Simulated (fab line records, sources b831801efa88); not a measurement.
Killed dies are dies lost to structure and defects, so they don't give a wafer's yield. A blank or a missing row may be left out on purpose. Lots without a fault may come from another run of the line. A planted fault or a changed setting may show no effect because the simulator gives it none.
fab line records | flow sky130
record lots=14 wafers=42 last_day=50
route steps=708 shown VIA2@510 METAL3@535 CAPM@549 CAP2M@603 PAD_OPEN@708
lots that met no fault: from a run of the same line without faults
start_h: hours from the record's first day to the start of the lot's first wafer shown | wait_h: hours since the lot's step before | " the same as in the row above | L1.1+2: a row that stands for several wafers | - no value, or no start given | * or withheld: withheld | < > ~ a bound
route shown NAME@n: a module of which the file shows steps, and the number in the route of the first | usual: mean/standard deviation of fault-free wafers | same: alike in all rows | chamber/n: place in a boat | sites: the reading at each site | _std_site: their standard deviation | _edge_site: outer sites' mean less inner sites' | radius_mm: how far each site lies from the wafer's centre | mask NAME#n: copy n | behind: the tool/chamber that last shaped the wafer | hold: why the lot was held/for how many hours/how that ended | device: the transistor (n, p or np) that didn't switch | end of line: the same wafers' tests at the end of the route | a step without rows: its recipe alone | killed: dies lost to structure and defects at the first sort, not the wafer's yield | map: a wafer's dies, x killed, . not, _ none there
set.NAME: the setting as run; set.NAME@STEP: as run at that earlier step | model.NAME: the simulator's own value behind a step, which no gauge read
steps of the route over a sample of lots; a table a step, a row a wafer
services: from which hour (start_h, from the record's first day; less than 0 if before it) a tool's chamber was out of use, for how many hours, and why
## steps
# step SKY_VIA2_BOW_MEAS_03
# recipe mode=bow
# usual VIA2_BOW=86/8.1
# columns lot.wafer tool chamber start_h wait_h VIA2_BOW[um]
L317.4 film_metro-03 - 823.92 0.2 66
L317.5 " - " " 91
L317.6 " - " " 89
L318.1 film_metro-04 - 831.21 0.2 91
L318.2 " - " " 83
L318.4 " - " " 82
L320.2 film_metro-04 - 854.60 0.2 79
L320.5 " - " " 79
L320.6 " - " " 79
L322.1 film_metro-04 - 861.87 0.2 89
L322.2 " - " " 80
L322.6 " - " " 85
L324.2 film_metro-03 - 885.65 0.2 93
L324.4 " - " " 73
L324.6 " - " " 74
L328.1 film_metro-02 - 957.62 0.1 84
L328.2 " - " " 89
L328.3 " - " " 81
L329.1 film_metro-03 - 958.75 0.2 83
L329.3 " - " " 85
L329.6 " - " " 80
L330.2 film_metro-03 - 961.74 0.3 85
L330.3 " - " " 87
L330.6 " - " " 98
L333.1 film_metro-02 - 967.48 0.2 96
L333.2 " - " " 94
L333.3 " - " " 88
L334.1 film_metro-02 - 969.07 0.1 71
L334.3 " - " " 90
L334.6 " - " " 90
L335.2 film_metro-02 - 974.19 0.3 83
L335.4 " - " " 82
L335.6 " - " " 90
L336.1 film_metro-04 - 974.69 0.1 89
L336.2 " - " " 90
L336.5 " - " " 95
L337.1 film_metro-02 - 985.59 0.1 96
L337.5 " - " " 99
L337.6 " - " " 79
L338.4 film_metro-02 - 990.14 0.2 95
L338.5 " - " " 92
L338.6 " - " " 85
# step SKY_METAL3_SPUTTER_03
# recipe material=Ti target_thk_nm=5 power_w=3000 time_s=3.3 chamber_pressure_pa=0.4
# usual throttle_valve_pct=29.6/1
# columns lot.wafer tool chamber start_h wait_h throttle_valve_pct
L317.4 pvd_sputter-02 - 851.02 0.0 31.0
L317.5 " - " " 30.6
L317.6 " - " " 29.3
L318.1 pvd_sputter-01 - 858.61 0.0 29.6
L318.2 " - " " 30.2
L318.4 " - " " 28.3
L320.2 pvd_sputter-02 - 881.84 0.0 28.9
L320.5 " - " " 30.3
L320.6 " - " " 30.9
L322.1 pvd_sputter-01 - 890.11 0.0 27.6
L322.2 " - " " 28.3
L322.6 " - " " 27.5
L324.2 pvd_sputter-04 - 912.95 0.0 30.0
L324.4 " - " " 30.0
L324.6 " - " " 29.7
L328.1 pvd_sputter-02 - 983.57 0.0 29.3
L328.2 " - " " 30.7
L328.3 " - " " 30.8
L329.1 pvd_sputter-04 - 984.22 0.0 30.0
L329.3 " - " " 28.6
L329.6 " - " " 29.9
L330.2 pvd_sputter-02 - 986.80 0.0 30.3
L330.3 " - " " 31.1
L330.6 " - " " 30.6
L333.1 pvd_sputter-02 - 993.79 0.0 30.3
L333.2 " - " " 28.7
L333.3 " - " " 29.3
L334.1 pvd_sputter-01 - 994.10 0.0 29.1
L334.3 " - " " 28.0
L334.6 " - " " 28.2
L335.2 pvd_sputter-01 - 999.06 0.0 30.3
L335.4 " - " " 27.5
L335.6 " - " " 29.5
L336.1 pvd_sputter-01 - 999.32 0.0 28.2
L336.2 " - " " 29.1
L336.5 " - " " 27.5
L337.1 pvd_sputter-01 - 1010.33 0.0 30.2
L337.5 " - " " 30.1
L337.6 " - " " 28.1
L338.4 pvd_sputter-04 - 1014.60 0.0 31.1
L338.5 " - " " 30.0
L338.6 " - " " 30.9
# step SKY_CAPM_OVL_MEAS_12
# usual CAPM_OVL=1.6/1.7
# columns lot.wafer tool chamber start_h wait_h CAPM_OVL[nm]
L317.4 overlay-02 - 876.37 0.1 3.0
L317.5 " - " " 2.0
L317.6 " - " " 2.6
L318.1 overlay-02 - 883.83 0.1 3.2
L318.2 " - " " 3.3
L318.4 " - " " 2.6
L320.2 overlay-01 - 908.39 0.1 1.7
L320.5 " - " " -0.8
L320.6 " - " " 0.3
L322.1 overlay-02 - 916.03 0.1 2.3
L322.2 " - " " 3.9
L322.6 " - " " 3.7
L324.2 overlay-02 - 938.05 0.1 2.2
L324.4 " - " " 3.8
L324.6 " - " " 2.2
L328.1 overlay-02 - 1006.35 0.1 2.4
L328.2 " - " " 1.7
L328.3 " - " " 2.4
L329.1 overlay-01 - 1007.24 0.1 3.6
L329.3 " - " " 1.5
L329.6 " - " " 0.7
L330.2 overlay-02 - 1009.45 0.1 1.0
L330.3 " - " " 0.7
L330.6 " - " " 1.3
L333.1 overlay-02 - 1016.24 0.1 1.3
L333.2 " - " " -0.5
L333.3 " - " " 3.1
L334.1 overlay-01 - 1016.30 0.1 -0.9
L334.3 " - " " 0.6
L334.6 " - " " 1.5
L335.2 overlay-02 - 1021.80 0.1 2.8
L335.4 " - " " 0.2
L335.6 " - " " 2.1
L336.1 overlay-02 - 1021.94 0.1 4.6
L336.2 " - " " 5.8
L336.5 " - " " 6.2
L337.1 overlay-02 - 1032.40 0.1 0.5
L337.5 " - " " 1.5
L337.6 " - " " 1.9
L338.4 overlay-01 - 1036.61 0.1 1.9
L338.5 " - " " 0.9
L338.6 " - " " 0.4
# step SKY_CAP2M_CVD_00
# recipe material=SiO2 target_thk_nm=15.5 temp_c=400 time_s=withheld rf_w=450
# usual heater_power_outer_w=409/68 heater_power_w=674/74
# columns lot.wafer tool chamber start_h wait_h heater_power_outer_w heater_power_w
L317.4 pecvd-02 1 932.54 0.0 435 705
L317.5 " 2 " " 314 569
L317.6 " 0 " " 403 634
L318.1 pecvd-03 1 939.32 0.0 474 760
L318.2 " 2 " " 402 704
L318.4 " 1 " " 473 772
L320.2 pecvd-04 0 963.11 0.0 586 839
L320.5 " 1 " " 388 657
L320.6 " 0 " " 594 811
L322.1 pecvd-02 2 969.13 0.0 359 615
L322.2 " 0 " " 443 669
L322.6 " 0 " " 437 689
L324.2 pecvd-03 0 989.24 0.0 371 598
L324.4 " 1 " " 361 625
L324.6 " 2 " " 397 716
L329.1 pecvd-03 0 1056.26 0.0 329 572
L329.3 " 2 " " 435 751
L329.6 " 1 " " 460 768
L328.1 pecvd-04 0 1056.29 0.0 578 819
L328.2 " 1 " " 328 548
L328.3 " 2 " " 351 621
L330.2 pecvd-02 2 1058.09 0.0 337 594
L330.3 " 1 " " 407 659
L330.6 " 2 " " 342 592
L333.1 pecvd-02 2 1063.32 0.0 - -
L333.2 " 0 " " - -
L333.3 " 1 " " - -
L334.1 pecvd-03 1 1065.52 0.0 - -
L334.3 " 0 " " - -
L334.6 " 2 " " - -
L336.1 pecvd-03 1 1069.65 0.0 410 696
L336.2 " 0 " " 384 643
L336.5 " 2 " " 348 659
L335.2 pecvd-04 0 1069.68 0.0 556 786
L335.4 " 1 " " 337 572
L335.6 " 2 " " 390 660
L337.1 pecvd-02 0 1079.98 0.0 412 633
L337.5 " 1 " " 402 672
L337.6 " 0 " " 409 656
L338.4 pecvd-03 1 1084.37 0.0 393 673
L338.5 " 2 " " 439 767
L338.6 " 0 " " 358 586
# step SKY_PAD_OPEN_PROBE_99
# usual defect_limited_yield=82.6/2 killed_at_M0_to_M3=43/7.3 killed_at_M4_up=3.4/1.7 killed_at_contacts=24/4.5 killed_at_front_end=16/4.4 killed_at_other=0.2/0.51 killed_dies=86/9.7 killed_open=46/6.6 killed_short=39/7.1 sort_bin_3_pad_short=0.9/0.45 sort_bin_5_function=10.4/1.4 sort_bin_6_memory=6.2/1.2 sort_n_pass=406/9.7 sort_yield_pct=82.6/2
# same gross_dies=492 killed_at_back_side=0 sort_bin_4_leakage[%]=0 sort_bin_8_speed[%]=0
# columns lot.wafer tool chamber start_h wait_h defect_limited_yield[%] killed_at_M0_to_M3 killed_at_M4_up killed_at_contacts killed_at_front_end killed_at_other killed_dies killed_open killed_short sort_bin_3_pad_short[%] sort_bin_5_function[%] sort_bin_6_memory[%] sort_n_pass sort_yield_pct[%]
L317.4 prober-01 - 1076.83 0.2 85.2 27 5 19 22 0 73 43 30 0.8 9.3 4.7 419 85.2
L317.5 prober-01 - 1076.88 0.2 80.7 52 3 24 16 0 95 48 46 1.6 11.2 6.5 397 80.7
L317.6 prober-01 - 1076.93 0.2 83.9 40 4 19 16 0 79 50 28 0.6 10.4 5.1 413 83.9
L324.2 prober-01 - 1124.21 0.1 79.3 50 4 24 23 1 102 48 54 1.8 12.0 6.9 390 79.3
L324.4 prober-01 - 1124.31 0.2 80.7 59 2 20 14 0 95 48 47 1.0 13.6 4.7 397 80.7
L324.6 prober-01 - 1124.41 0.2 82.1 41 2 27 18 0 88 46 42 1.0 11.8 5.1 404 82.1
L329.1 prober-01 - 1178.96 0.1 78.9 55 4 26 19 0 104 52 49 0.6 13.6 6.9 388 78.9
L329.3 prober-01 - 1179.06 0.2 78.0 50 8 28 22 0 108 58 48 1.6 11.8 8.5 384 78.0
L329.6 prober-01 - 1179.21 0.2 80.5 45 8 26 17 0 96 44 51 0.4 12.8 6.3 396 80.5
L330.2 prober-01 - 1182.01 0.1 78.9 55 9 22 18 0 104 45 59 1.8 12.4 6.9 388 78.9
L330.3 prober-01 - 1182.06 0.2 80.3 48 6 28 14 1 97 59 38 0.6 12.8 6.3 395 80.3
L330.6 prober-01 - 1182.21 0.2 84.6 48 1 14 13 0 76 33 43 1.0 8.5 5.9 416 84.6
# killed by level:class
L317.4 CONTACT:geometric_particle:open=11 VIA1:geometric_particle:open=9 FIELD_ISO:geometric_particle:open=6 FIELD_ISO:geometric_particle:short=5 POLY_GATE:geometric_particle:short=5 CONTACT:geometric_particle:short=5 VIA2:geometric_particle:open=5 VIA3:geometric_particle:open=4
L317.5 VIA1:geometric_particle:open=10 CONTACT:geometric_particle:short=8 METAL1:geometric_particle:short=7 CONTACT:geometric_particle:open=7 VIA2:geometric_particle:short=7 VIA3:geometric_particle:open=7 FIELD_ISO:geometric_particle:open=6 VIA1:geometric_particle:short=5
L317.6 VIA1:geometric_particle:open=11 CONTACT:geometric_particle:open=9 VIA2:geometric_particle:open=8 VIA3:geometric_particle:short=6 FIELD_ISO:geometric_particle:open=5 CONTACT:geometric_particle:short=5 VIA3:geometric_particle:open=5 LI_CONTACT:geometric_particle:open=4
L324.2 POLY_GATE:geometric_particle:short=11 VIA2:geometric_particle:open=10 VIA1:geometric_particle:short=8 VIA1:geometric_particle:open=8 CONTACT:geometric_particle:open=7 LI_CONTACT:geometric_particle:open=6 FIELD_ISO:geometric_particle:short=5 LI_CONTACT:geometric_particle:short=5
L324.4 VIA1:geometric_particle:open=12 VIA3:geometric_particle:open=10 VIA2:geometric_particle:short=9 LI_CONTACT:geometric_particle:open=8 VIA1:geometric_particle:short=8 VIA2:geometric_particle:open=7 METAL1:geometric_particle:short=5 FIELD_ISO:geometric_particle:open=4
L324.6 CONTACT:geometric_particle:open=9 VIA2:geometric_particle:open=8 CONTACT:geometric_particle:short=7 VIA1:geometric_particle:open=7 POLY_GATE:geometric_particle:short=6 METAL1:geometric_particle:short=6 VIA1:geometric_particle:short=6 VIA3:geometric_particle:open=5
L329.1 VIA1:geometric_particle:open=12 CONTACT:geometric_particle:open=11 VIA2:geometric_particle:open=10 FIELD_ISO:geometric_particle:short=9 METAL2:geometric_particle:short=9 VIA1:geometric_particle:short=8 LI_CONTACT:geometric_particle:open=6 LI_CONTACT:geometric_particle:short=6
L329.3 VIA1:geometric_particle:open=12 CONTACT:geometric_particle:open=10 LI_CONTACT:geometric_particle:open=9 METAL4:geometric_particle:short=7 VIA3:geometric_particle:open=6 VIA2:geometric_particle:open=6 FIELD_ISO:geometric_particle:open=5 POLY_GATE:geometric_particle:open=5
L329.6 VIA2:geometric_particle:open=8 VIA1:geometric_particle:short=8 METAL1:geometric_particle:short=7 VIA1:geometric_particle:open=7 CONTACT:geometric_particle:open=7 LOCAL_INTERCONNECT:geometric_particle:short=6 FIELD_ISO:geometric_particle:short=5 CONTACT:geometric_particle:short=5
L330.2 VIA1:geometric_particle:open=18 METAL2:geometric_particle:short=11 VIA1:geometric_particle:short=8 POLY_GATE:geometric_particle:short=7 METAL4:geometric_particle:short=7 LOCAL_INTERCONNECT:geometric_particle:short=5 LI_CONTACT:geometric_particle:open=4 CONTACT:geometric_particle:open=4
L330.3 VIA1:geometric_particle:open=13 CONTACT:geometric_particle:open=12 VIA3:geometric_particle:open=10 VIA1:geometric_particle:short=6 CONTACT:geometric_particle:short=5 METAL4:geometric_particle:short=5 LOCAL_INTERCONNECT:geometric_particle:short=4 POLY_GATE:geometric_particle:open=3
L330.6 METAL1:geometric_particle:short=9 METAL2:geometric_particle:short=8 VIA1:geometric_particle:short=7 VIA2:geometric_particle:open=7 CONTACT:geometric_particle:short=5 VIA1:geometric_particle:open=5 SPACER:geometric_particle:open=4 CONTACT:geometric_particle:open=4
## services
# columns tool chamber start_h hours kind
pvd_sputter-02 - 834.71 1.1 repair
pecvd-03 0 845.24 2.1 scheduled_down
pecvd-02 - 863.13 0.5 repair
pecvd-02 - 870.24 3.1 repair
pecvd-03 0 873.72 5.5 scheduled_down
pecvd-02 - 879.67 2.0 repair
pvd_sputter-02 - 887.64 3.4 repair
pvd_sputter-01 - 890.77 4.1 repair
pvd_sputter-02 - 904.31 11.8 repair
pvd_sputter-01 - 925.11 1.4 repair
pecvd-04 - 952.40 0.5 repair
pecvd-02 - 962.07 4.6 repair
pecvd-02 1 963.59 12.3 repair
pvd_sputter-04 - 984.55 0.5 repair
pecvd-04 - 990.24 2.8 pm
pvd_sputter-02 - 997.52 1.9 repair
pecvd-03 1 1004.32 20.8 repair
pecvd-04 0 1004.88 4.3 repair
pecvd-04 - 1017.24 3.3 repair
pvd_sputter-04 - 1027.12 3.1 repair
pvd_sputter-01 - 1028.70 2.3 repair
pecvd-02 1 1031.58 2.1 scheduled_down
pecvd-04 0 1062.33 3.4 repair
pvd_sputter-04 - 1073.60 4.8 repair
## key
first_sign step=SKY_CAP2M_CVD_00 reading=tool_record direction=missing
effect none on later readings
met_at SKY_CAP2M_CVD_00
struck_lots L333,L334
scrapped_behind SKY_CAP2M_THK_MEAS_01 L333.1,L333.2,L333.3,L334.1,L334.3,L334.6
not_acting_at SKY_VIA2_BOW_MEAS_03,SKY_METAL3_SPUTTER_03,SKY_CAPM_OVL_MEAS_12
onset_between 1058.09 1063.32
fault kind=skipped_step_whole tool=pecvd-02,pecvd-03 chamber=- onset_h=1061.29 steps=SKY_CAP2M_CVD_00 scope=struck_lots_only
